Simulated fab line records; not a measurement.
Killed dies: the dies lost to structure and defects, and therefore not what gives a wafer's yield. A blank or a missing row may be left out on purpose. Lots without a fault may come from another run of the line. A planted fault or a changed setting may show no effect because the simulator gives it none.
Comparing a struck lot with a sound one | flow sky130 | 34 steps out of a route of 708
Sound: wafers L691.1, L691.3, L691.4. The struck wafers were L701.1, L701.3, L701.6. The cause is given at the end.
Each step with rows lists, per side, the tool, then ch with its chambers, then its first start. Under that, the readings that differ: sound wafers | struck wafers | difference of the means | sigmas: that difference in standard deviations of wafers without a fault.
alike: readings with means less than 2 such deviations apart, plus words and numbers identical on both sides. not compared: withheld readings, readings lacking a value on some wafer, bounds such as >300 that could conceal the same value, and numbers that have no deviation in the record and whose values overlap.
The two part at a step that has a row with sigmas, a row that says differs or no value, or rows on one side only. Numbers that have no deviation but don't overlap get no sigmas and don't part them. Lack of a reading on every wafer of one side parts them only where that side has two or more wafers.

first, 9 steps without rows for these wafers: SKY_METAL2_DEHYDRATE_07 (time 60 s); SKY_METAL2_HMDS_08 (prime time 60 s); SKY_METAL2_COAT_09 (resist thk 60 nm); SKY_METAL2_COAT_10 (resist thk 450 nm); SKY_METAL2_SOFTBAKE_11 (time 90 s); SKY_METAL2_EXPOSE_12 (exposes mask MM2, target cd 140 nm); SKY_METAL2_PEB_13; SKY_METAL2_DEVELOP_14 (develop time 60 s); SKY_METAL2_DESCUM_17 (chemistry O2, time 8 s).
SKY_METAL2_ETCH_18: etches BARC in N2/H2, stops on SiO2, time 45.9 s, target depth 60 nm.
  sound on rieMetal-01 ch 0,1, day 36 14:08; struck on rieMetal-04 ch 1, day 39 10:43
  alike: drypumpMotorCurrentA, oesProductAu, throttleValvePct
  not compared: rfHoursCounterH
then, 23 steps without rows for these wafers: SKY_METAL2_METAL_ETCH_19 (etches the open film in Cl2/BCl3, stops on SiO2, target depth 360 nm, time 78 s); SKY_METAL2_STRIP_20 (strips in O2/N2); SKY_METAL2_STRIP_21 (strips in post etch residue remover, time 1200 s); SKY_METAL2_CLEAN_22 (cleans in IPA, time 180 s); SKY_METAL2_CLEAN_23 (cleans in O3/DIW); SKY_VIA2_HDPCVD_00 (deposits SiO2, target thk 1180 nm, time 196.7 s); SKY_VIA2_CMP_02 (polishes SiO2); SKY_VIA2_DEHYDRATE_04 (time 60 s); SKY_VIA2_HMDS_05 (prime time 60 s); SKY_VIA2_COAT_06 (resist thk 60 nm); SKY_VIA2_COAT_07 (resist thk 450 nm); SKY_VIA2_SOFTBAKE_08 (time 90 s); SKY_VIA2_EXPOSE_09 (exposes mask VIM2, target cd 200 nm); SKY_VIA2_PEB_10; SKY_VIA2_DEVELOP_11 (develop time 60 s); SKY_VIA2_ETCH_14 (etches BARC in N2/H2, stops on SiO2, time 45.9 s, target depth 60 nm); SKY_VIA2_ETCH_15 (etches SiO2 in C4F8/O2/Ar, stops on TiN, target depth 546 nm, time 84 s); SKY_VIA2_STRIP_16 (strips in O2/N2); SKY_VIA2_STRIP_17 (strips in post etch residue remover, time 1200 s); SKY_VIA2_CLEAN_18 (cleans in IPA, time 180 s); SKY_VIA2_CLEAN_19 (cleans in O3/DIW); SKY_VIA2_SPUTTER_20 (material TiN, target thk 20 nm, time 80 s); SKY_VIA2_CVD_21 (deposits W, target thk 420 nm, time 126.4 s).
-- the record jumps here: 10 days lie between the struck wafers' starts before and after (it left off in module VIA2 and takes up again in module PAD_OPEN, whose first step shown is number 708 of the route) --
SKY_PAD_OPEN_PROBE_99:
  sound: prober-02 at day 46 23:11; struck: prober-02 at day 49 03:20
reading                               | sound               | struck            | difference | sigmas
defectLimitedYield (%)                | 85.4 84.3 82.3      | 73.8 66.9 73.0    | -12.8      | -6
killed_at_M0_to_M3                    | 42 52 50            | 96 111 93         | +52        | +7
killedDies                            | 72 77 87            | 129 163 133       | +63        | +6
sort_bin_3_pad_short (%)              | 0.2 0.6 1.0         | 3.3 3.7 2.6       | +2.6       | +6
sort_bin_5_function (%)               | 9.6 9.1 10.4        | 16.7 19.9 17.7    | +8.4       | +5
sortNPass                             | 420 415 405         | 363 329 359       | -63        | -6
sortYieldPct (%)                      | 85.4 84.3 82.3      | 73.8 66.9 73.0    | -12.8      | -6
model.etest.tester.sortNPass          | 420 415 405         | 363 329 359       | -63        | 
model.etest.tester.sortYieldPct (%)   | 85.37 84.35 82.32   | 73.78 66.87 72.97 | -12.81     | 
model.etest.tester.sort_bin_5_pct (%) | 9.553 9.146 10.37   | 16.67 19.92 17.68 | +8.40      | 
model.etest.tester.sort_bin_3_pct (%) | 0.2033 0.6098 1.016 | 3.252 3.659 2.642 | +2.575     | 
  alike: killed_at_M4_up, killedAtContacts, killedAtFrontEnd, killedAtOther, killedOpen, killedShort, sort_bin_6_memory

## WHERE THEY PART
Only at SKY_PAD_OPEN_PROBE_99, within this record.

WHY: the cause the simulator had injected
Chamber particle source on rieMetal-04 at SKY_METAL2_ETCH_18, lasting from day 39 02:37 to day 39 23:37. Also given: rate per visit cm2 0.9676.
